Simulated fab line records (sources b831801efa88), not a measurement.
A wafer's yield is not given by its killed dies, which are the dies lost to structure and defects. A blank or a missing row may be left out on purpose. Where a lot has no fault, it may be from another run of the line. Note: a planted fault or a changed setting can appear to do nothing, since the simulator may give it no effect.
Chamber matching :: flow gf180mcu :: rieDiel-01 running GF_V4_ETCH_16: 4 sister chambers
The step etches BARC in N2/H2. 16 wafers are shown with their chamber, then 8 later ones without.

== WAFERS, EACH WITH ITS CHAMBER ==
wafer: L131.4
chamber: 0
drypumpMotorCurrentA (A): 6.0
oesProductAu (a.u.): 0.849
throttleValvePct (%): 13.224

wafer: L131.5
chamber: 0
drypumpMotorCurrentA (A): 5.9
oesProductAu (a.u.): 0.861
throttleValvePct (%): 13.212

wafer: L131.6
chamber: 1
drypumpMotorCurrentA (A): 6.0
oesProductAu (a.u.): 0.857
throttleValvePct (%): 13.230

wafer: L140.2
chamber: 0
drypumpMotorCurrentA (A): 6.0
oesProductAu (a.u.): 0.845
throttleValvePct (%): 13.231

wafer: L140.4
chamber: 1
drypumpMotorCurrentA (A): 6.0
oesProductAu (a.u.): 0.857
throttleValvePct (%): 13.223

wafer: L140.6
chamber: 3
drypumpMotorCurrentA (A): 5.5
oesProductAu (a.u.): 0.857
throttleValvePct (%): 13.209

wafer: L142.2
chamber: 3
drypumpMotorCurrentA (A): 5.5
oesProductAu (a.u.): 0.860
throttleValvePct (%): 13.223

wafer: L142.5
chamber: 3
drypumpMotorCurrentA (A): 5.5
oesProductAu (a.u.): 0.850
throttleValvePct (%): 13.234

wafer: L142.6
chamber: 2
drypumpMotorCurrentA (A): 6.8
oesProductAu (a.u.): 0.852
throttleValvePct (%): 13.226

wafer: L143.1
chamber: 1
drypumpMotorCurrentA (A): 6.0
oesProductAu (a.u.): 0.845
throttleValvePct (%): 13.220

wafer: L143.2
chamber: 0
drypumpMotorCurrentA (A): 5.9
oesProductAu (a.u.): 0.849
throttleValvePct (%): 13.221

wafer: L143.5
chamber: 2
drypumpMotorCurrentA (A): 6.8
oesProductAu (a.u.): 0.855
throttleValvePct (%): 13.223

wafer: L145.2
chamber: 2
drypumpMotorCurrentA (A): 6.8
oesProductAu (a.u.): 0.858
throttleValvePct (%): 13.220

wafer: L145.4
chamber: 3
drypumpMotorCurrentA (A): 5.5
oesProductAu (a.u.): 0.857
throttleValvePct (%): 13.212

wafer: L145.5
chamber: 0
drypumpMotorCurrentA (A): 6.0
oesProductAu (a.u.): 0.845
throttleValvePct (%): 13.225

wafer: L146.1
chamber: 1
drypumpMotorCurrentA (A): 6.0
oesProductAu (a.u.): 0.847
throttleValvePct (%): 13.210

SIGNATURES (means of the wafers above)
reading: drypumpMotorCurrentA
chamber 0: 5.960
chamber 1: 6.000
chamber 2: 6.800
chamber 3: 5.500
scatter within a chamber: 0.0316

reading: oesProductAu
chamber 0: 0.84980
chamber 1: 0.85150
chamber 2: 0.85500
chamber 3: 0.85600
scatter within a chamber: 0.00554

reading: throttleValvePct
chamber 0: 13.22260
chamber 1: 13.22075
chamber 2: 13.22300
chamber 3: 13.21950
scatter within a chamber: 0.0082
Rule: for a wafer and a chamber, the distance is found by dividing, reading by reading, the gap between the wafer's reading and the chamber's mean by the reading's scatter, squaring, summing and taking the root. If the next closest chamber is less than 2 further off than the closest, the wafer can't be placed; otherwise it belongs to the closest. The scatter is the square root of a quotient: the sum, over the shown wafers, of each reading's squared deviation from its chamber's mean, divided by wafers minus chambers.

== WAFERS WITH NO CHAMBER GIVEN ==
wafer: L146.3
drypumpMotorCurrentA (A): 5.5
oesProductAu (a.u.): 0.847
throttleValvePct (%): 13.214

wafer: L146.6
drypumpMotorCurrentA (A): 6.0
oesProductAu (a.u.): 0.858
throttleValvePct (%): 13.234

wafer: L147.1
drypumpMotorCurrentA (A): 6.0
oesProductAu (a.u.): 0.853
throttleValvePct (%): 13.223

wafer: L147.4
drypumpMotorCurrentA (A): 6.0
oesProductAu (a.u.): 0.854
throttleValvePct (%): 13.241

wafer: L147.6
drypumpMotorCurrentA (A): 6.8
oesProductAu (a.u.): 0.852
throttleValvePct (%): 13.224

wafer: L149.1
drypumpMotorCurrentA (A): 5.5
oesProductAu (a.u.): 0.859
throttleValvePct (%): 13.232

wafer: L149.2
drypumpMotorCurrentA (A): 6.0
oesProductAu (a.u.): 0.859
throttleValvePct (%): 13.229

wafer: L149.5
drypumpMotorCurrentA (A): 6.0
oesProductAu (a.u.): 0.854
throttleValvePct (%): 13.229

== WHICH CHAMBER EACH ONE RAN IN ==
wafer: L146.3
from the rows above: 3
in truth: 3

wafer: L146.6
from the rows above: can't be placed: 1 or 0
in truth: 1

wafer: L147.1
from the rows above: can't be placed: 1 or 0
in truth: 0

wafer: L147.4
from the rows above: can't be placed: 1 or 0
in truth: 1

wafer: L147.6
from the rows above: 2
in truth: 2

wafer: L149.1
from the rows above: 3
in truth: 3

wafer: L149.2
from the rows above: can't be placed: 1 or 0
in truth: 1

wafer: L149.5
from the rows above: can't be placed: 1 or 0
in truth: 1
Correct placement for 3 of the 8. Not placeable from these rows: 5 (in 5, the candidates include the true chamber). 0 placed wrongly.
